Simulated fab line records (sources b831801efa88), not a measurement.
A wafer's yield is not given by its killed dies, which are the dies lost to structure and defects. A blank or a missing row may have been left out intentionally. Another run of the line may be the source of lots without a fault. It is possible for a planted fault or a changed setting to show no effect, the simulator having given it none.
A single fault, viewed from 2 desks | flow sky130 | each desk has only its own numbers; what lay behind them comes last

## THE METROLOGY DESK
What the gauges read, lot by lot, whatever tool the lot ran on: means of the sampled wafers that have a number. Marked OUT: a lot whose mean sits more than 4 standard deviations from the usual mean, which makes it out of limits; the brackets give that distance.
Columns: A = SONOS_ONO_CVD_02_THK at SKY_SONOS_ONO_THK_MEAS_03, usual 10.51 nm; B = cd_nm at SKY_POLY_GATE_CD_MEAS_13, usual 151.0 nm
lot  | first seen here | A                | B
L223 | day 11 20:44    | 10.38            | 150.5
L224 | day 12 04:05    | 10.61            | 150.2
L225 | day 12 13:00    | 10.74            | 152.8
L226 | day 12 16:44    | 10.43            | 149.5
L227 | day 13 04:22    | 10.52            | 149.4
L229 | day 13 19:21    | 10.40            | 150.9
L230 | day 14 03:08    | 10.43            | 150.8
L231 | day 14 14:29    | 10.45            | 148.3
L233 | day 15 01:52    | 10.60            | 152.0
L238 | day 16 20:41    | 10.95            | 152.1
L240 | day 17 10:46    | 11.59 (+7.7) OUT | 151.5
This desk reports L240 out of limits; the earliest was L240 at day 17 10:46 (SONOS_ONO_CVD_02_THK at SKY_SONOS_ONO_THK_MEAS_03). L223, L224, L225, L226, L227, L229, L230, L231, L233, L238 stayed within limits.

## THE TOOL OWNER'S DESK: lpcvd-02
The tool's own readings at SKY_SONOS_ONO_CVD_02 (deposits Si3N4 from DCS/NH3, target thk 10.5 nm, time 180 s): means of the sampled wafers that have a number, for each lot that ran on this tool. Marked OUT: a lot whose mean sits more than 4 standard deviations from the usual mean, which makes it out of limits; the brackets give that distance.
Columns: A = spike_tc_centre_C at SKY_SONOS_ONO_CVD_02, usual 771.0 C; B = susceptor_temp_C at SKY_SONOS_ONO_CVD_02, usual 770.0 C; C = zone_power_lower_pct at SKY_SONOS_ONO_CVD_02, usual 12.19 %; D = zone_power_upper_pct at SKY_SONOS_ONO_CVD_02, usual 13.04 %
lot  | first seen here | A                | B     | C                | D
L223 | day 11 19:41    | 771.8            | 770.3 | 12.07            | 12.92
L224 | day 12 03:02    | 771.6            | 769.9 | 12.06            | 13.18
L225 | day 12 11:25    | 770.1            | 770.0 | 12.41            | 12.93
L226 | day 12 15:41    | 770.3            | 770.1 | 12.31            | 12.93
L227 | day 13 03:19    | 771.1            | 770.1 | 12.11            | 13.00
L229 | day 13 18:18    | 772.5            | 770.1 | 12.14            | 12.93
L230 | day 14 01:59    | 771.6            | 770.2 | 11.92            | 13.15
L231 | day 14 13:26    | 771.6            | 770.4 | 11.99            | 13.08
L233 | day 15 00:49    | 770.7            | 769.7 | 12.42            | 13.00
L238 | day 16 19:38    | 781.5 (+8.7) OUT | 770.0 | 10.84 (-6.2) OUT | 11.30 (-13) OUT
L240 | day 17 09:41    | 781.9 (+9.1) OUT | 770.3 | 10.88 (-6.0) OUT | 11.44 (-12) OUT
Finding of this desk: L238, L240 out of limits; the first was L238 at day 16 19:38, on spike_tc_centre_C at SKY_SONOS_ONO_CVD_02. L223, L224, L225, L226, L227, L229, L230, L231, L233 stayed within limits.

## PUT TOGETHER
The tool owner's desk could have raised an alarm at day 16 19:38, on L238, L240.
An alarm was possible from the metrology desk at day 17 10:46, on L240.
The metrology desk has L238 on record, within its limits.
The lots listed all ran SKY_SONOS_ONO_CVD_02 on lpcvd-02.

## WHAT HAD BEEN PUT IN BY THE SIMULATOR
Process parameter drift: lpcvd-02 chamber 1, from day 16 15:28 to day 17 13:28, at SKY_SONOS_ONO_CVD_02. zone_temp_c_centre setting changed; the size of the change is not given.
Struck lots among those shown: L238, L240.
Hours from the fault's start to each desk's first reading out of limits: the tool owner's desk, 4; the metrology desk, 19.
